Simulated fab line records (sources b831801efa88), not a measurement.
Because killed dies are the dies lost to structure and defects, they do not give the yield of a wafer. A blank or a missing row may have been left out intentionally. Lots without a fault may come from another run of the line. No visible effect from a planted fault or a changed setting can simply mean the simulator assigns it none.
What tool caused it?	flow gf180mcu	33 wafers from 11 lots sampled at 4 of the route's 602 steps

## WHAT THE GAUGES READ, wafer by wafer
GF_V3_THK_MEAS_03.
lot	measured	on	V3_CVD_02_THK (nm)
L352	day 22 08:12	film metro-04	830 848 842
L356	day 23 21:26	film metro-02	843 856 931
L357	day 24 05:05	film metro-04	921 857 835
L358	day 24 14:57	film metro-04	850 850 882
L360	day 25 08:28	film metro-02	831 921 845
L363	day 26 06:25	film metro-03	856 869 870
L364	day 26 21:41	film metro-02	833 849 851
L365	day 27 02:20	film metro-04	836 841 862
L368	day 28 12:51	film metro-04	855 834 842
L369	day 28 16:55	film metro-02	856 875 843
L372	day 29 04:40	film metro-02	826 828 858

## WHICH TOOL RAN EACH LOT (tool, then ch and the chambers of the sampled wafers, then the start)
lot	GF_V1_ETCH_17	GF_M3_SPUTTER_04	GF_V3_CVD_02
L352	rie diel-01 ch 0,1, day 21 07:29 or earlier	pvd sputter-04, day 21 07:29	pecvd-03 ch 0,2, day 22 08:08
L356	rie diel-02 ch 0,1,2, day 22 22:37 or earlier	pvd sputter-02, day 22 22:37	pecvd-03 ch 0,1,2, day 23 21:22
L357	rie diel-01 ch 0,1,2, day 23 05:02 or earlier	pvd sputter-02, day 23 05:02	pecvd-03 ch 0,1,2, day 24 05:01
L358	rie diel-02 ch 0,1,2, day 23 15:59 or earlier	pvd sputter-03, day 23 15:59	pecvd-02 ch 1,2, day 24 14:50
L360	rie diel-02 ch 1,2,3, day 24 09:52 or earlier	pvd sputter-04, day 24 09:52	pecvd-03 ch 0,2, day 25 08:23
L363	rie diel-04 ch 1,2, day 25 07:59 or earlier	pvd sputter-03, day 25 07:59	pecvd-02 ch 0,2, day 26 06:20
L364	rie diel-01 ch 0,1,2, day 25 23:42 or earlier	pvd sputter-03, day 25 23:42	pecvd-02 ch 0,1, day 26 21:35
L365	rie diel-04 ch 0,2, day 26 04:14 or earlier	pvd sputter-03, day 26 04:14	pecvd-02 ch 0,2, day 27 02:15
L368	rie diel-01 ch 0,3, day 26 21:38 or earlier	pvd sputter-02, day 26 21:38	pecvd-03 ch 1,2, day 28 12:46
L369	rie diel-02 ch 1,2,3, day 27 11:42 or earlier	pvd sputter-03, day 27 11:42	pecvd-04 ch 0,1,2, day 28 16:49
L372	rie diel-01 ch 1,3, day 28 16:37 or earlier	pvd sputter-04, day 28 16:37	pecvd-02 ch 0,1,2, day 29 04:36
- GF_V1_ETCH_17: etches SiO2 in C4F8/O2/Ar, stops on TiN, target depth 630 nm.
- GF_M3_SPUTTER_04: material TiN, target thk 50 nm, time 41.7 s.
- GF_V3_CVD_02: deposits SiO2 from TEOS, target thk 850 nm, time 94.851 s.

## THE ANSWER, worked out from the rows above alone
Rule: the lots themselves supply what counts as usual. The widest of any qualifying gaps counts: lots, ordered by their means at a reading, are off when they make up no more than a third of the lots, leave a main group of 4 or more, and stand apart from it by 3 or more times the standard deviation of that group's means. If all means in a main group match to the digits the tables above print for the reading, that group is not used. Also off: a lot with no number at a reading for which 4 or more lots have one. Any other lot the step has rows for is counted as sound.
No lot is off at any reading shown: from this, nothing can be told.

## WHAT WAS PUT IN BY THE SIMULATOR
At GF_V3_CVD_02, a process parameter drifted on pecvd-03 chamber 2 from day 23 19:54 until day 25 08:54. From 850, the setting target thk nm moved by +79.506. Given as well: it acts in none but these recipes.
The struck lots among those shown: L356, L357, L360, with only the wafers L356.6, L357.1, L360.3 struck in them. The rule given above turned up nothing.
